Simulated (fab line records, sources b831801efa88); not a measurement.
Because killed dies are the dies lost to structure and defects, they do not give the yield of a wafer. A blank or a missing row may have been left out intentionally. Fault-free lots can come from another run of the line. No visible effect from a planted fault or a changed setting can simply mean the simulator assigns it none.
Which of the tools did it? ; flow gf180mcu ; 14 lots with 42 wafers sampled at 4 steps, on a route of 602 steps

## WHAT EACH GAUGE READ, for each wafer
GF_HV_LDD_TW_MEAS_23.
lot;measured;on;HV_LDD_2_TW
L790;day 10 18:36;filmMetro-03;1048 1042 1044
L791;day 11 02:40;filmMetro-02;1054 1054 1052
L792;day 11 10:40;filmMetro-02;1060 1053 1049
L793;day 11 17:40;filmMetro-02;1048 1052 1052
L794;day 12 09:36;filmMetro-04;1065 1065 1065
L795;day 12 09:52;filmMetro-03;1049 1040 1046
L798;day 13 17:19;filmMetro-03;1042 1053 1044
L797;day 13 17:27;filmMetro-02;1057 1058 1057
L805;day 15 17:31;filmMetro-03;1048 1054 1048
L806;day 16 07:47;filmMetro-02;1050 1049 1042
L807;day 16 09:19;filmMetro-02;1046 1043 1052
L809;day 16 21:47;filmMetro-03;1047 1046 1047
L812;day 18 01:47;filmMetro-02;1058 1060 1053
L813;day 18 04:14;filmMetro-02;1052 1058 1053

GF_HV_LDD_OVL_MEAS_47.
lot;measured;on;HV_LDD_03_OVL (nm)
L790;day 12 07:04;overlay-01;-1.3 -0.5 0.2
L791;day 12 15:56;overlay-01;0.6 -0.1 0.3
L792;day 12 23:59;overlay-02;-0.6 0.3 -0.9
L793;day 13 06:22;overlay-02;0.5 0.5 -1.0
L794;day 14 01:56;overlay-02;-1.6 0.0 0.0
L795;day 14 02:06;overlay-01;0.5 -0.7 1.2
L798;day 15 12:17;overlay-02;-0.4 0.8 0.4
L797;day 15 12:35;overlay-02;-1.7 -0.5 -1.5
L805;day 17 15:28;overlay-02;0.0 1.1 0.3
L806;day 18 05:57;overlay-02;-77.8 -78.1 -78.1
L807;day 18 10:06;overlay-02;-75.2 -76.8 -75.8
L809;day 18 21:48;overlay-02;-1.2 -1.0 -2.1
L812;day 20 03:14;overlay-02;-0.6 -0.7 0.0
L813;day 20 05:16;overlay-02;-1.5 -1.7 -0.2

GF_HV_LDD_THK_MEAS_55.
lot;measured;on;HV_LDD_CVD_54_THK (nm)
L790;day 12 08:41;filmMetro-02;10.04 9.98 10.08
L791;day 12 18:02;filmMetro-03;9.92 10.02 10.01
L792;day 13 01:36;filmMetro-02;9.92 9.97 10.01
L793;day 13 07:58;filmMetro-02;10.11 10.15 10.19
L794;day 14 03:41;filmMetro-03;9.95 9.96 10.00
L795;day 14 03:50;filmMetro-04;9.99 9.96 10.01
L798;day 15 13:53;filmMetro-04;9.73 9.78 9.69
L797;day 15 14:11;filmMetro-03;9.98 10.03 9.89
L805;day 17 17:04;filmMetro-03;9.78 9.81 9.74
L806;day 18 07:34;filmMetro-04;9.88 9.86 9.77
L807;day 18 11:43;filmMetro-03;10.04 9.90 10.02
L809;day 18 23:25;filmMetro-02;10.02 10.06 10.18
L812;day 20 04:50;filmMetro-03;9.70 9.74 9.75
L813;day 20 06:52;filmMetro-02;10.00 10.00 10.06

## EACH LOT AND THE TOOL THAT RAN IT (in order: tool; ch and the chambers of the sampled wafers; start)
lot;GF_HV_LDD_EXPOSE_43
L790;ilineStepper-01 ch 0, day 11 22:01
L791;ilineStepper-02 ch 0, day 12 07:09
L792;ilineStepper-02 ch 0, day 12 14:40
L793;ilineStepper-01 ch 0, day 12 20:54
L794;ilineStepper-02 ch 0, day 13 15:40
L795;ilineStepper-02 ch 0, day 13 15:58
L798;ilineStepper-02 ch 0, day 15 01:43
L797;ilineStepper-01 ch 0, day 15 01:58
L805;ilineStepper-02 ch 0, day 17 03:48
L806;ilineStepper-02 ch 0, day 17 18:22
L807;ilineStepper-02 ch 0, day 17 21:59
L809;ilineStepper-01 ch 0, day 18 09:49
L812;ilineStepper-01 ch 0, day 19 15:07
L813;ilineStepper-01 ch 0, day 19 17:21
- GF_HV_LDD_EXPOSE_43: exposes mask Pplus HV AREA, target cd 400 nm.

## AS READ BY THE TOOLS THEMSELVES (means over the sampled wafers that have a number; for cases with no such wafer, the mark the record gives instead)
The record holds no such reading with a usual standard deviation.

## THE ANSWER, worked out from the rows above alone
Rule: usual is defined by the lots themselves. The widest of any qualifying gaps counts: lots, ordered by their means at a reading, are off when they make up no more than a third of the lots, leave a main group of 4 or more, and stand apart from it by 3 or more times the standard deviation of that group's means. A main group is skipped when, at the precision printed for the reading in the tables above, its means are all equal. Also off: a lot with no number at a reading for which 4 or more lots have one. Any other lot the step has rows for is counted as sound. First the gauges in route order, then the tools' own readings, where a lot's mean is used as printed above. At the first step where some lot is off, the reading lying furthest off is the one used; lots without a number count as furthest.
Off: at GF_HV_LDD_OVL_MEAS_47 (HV_LDD_03_OVL), L806, L807. The main group has a mean of -0.4 nm with a standard deviation of 0.62.
A tool fits if, at a process step before that reading, it ran every lot that is off, and no sound lot after the first of them. Gauges at GF_HV_LDD_OVL_MEAS_47: tried the same way as those tools. One candidate fits, namely ilineStepper-02 at GF_HV_LDD_EXPOSE_43. A fault onset in the window from L805 (day 17 03:48, its last sound lot) to L806 (day 17 18:22, its first lot off) fits.

## WHAT HAD BEEN PUT IN BY THE SIMULATOR
Scanner matching overlay: ilineStepper-02, from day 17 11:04 on, at GF_HV_LDD_EXPOSE_43. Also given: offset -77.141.
Lots struck among those shown: L806, L807. The rule given above showed the same thing.
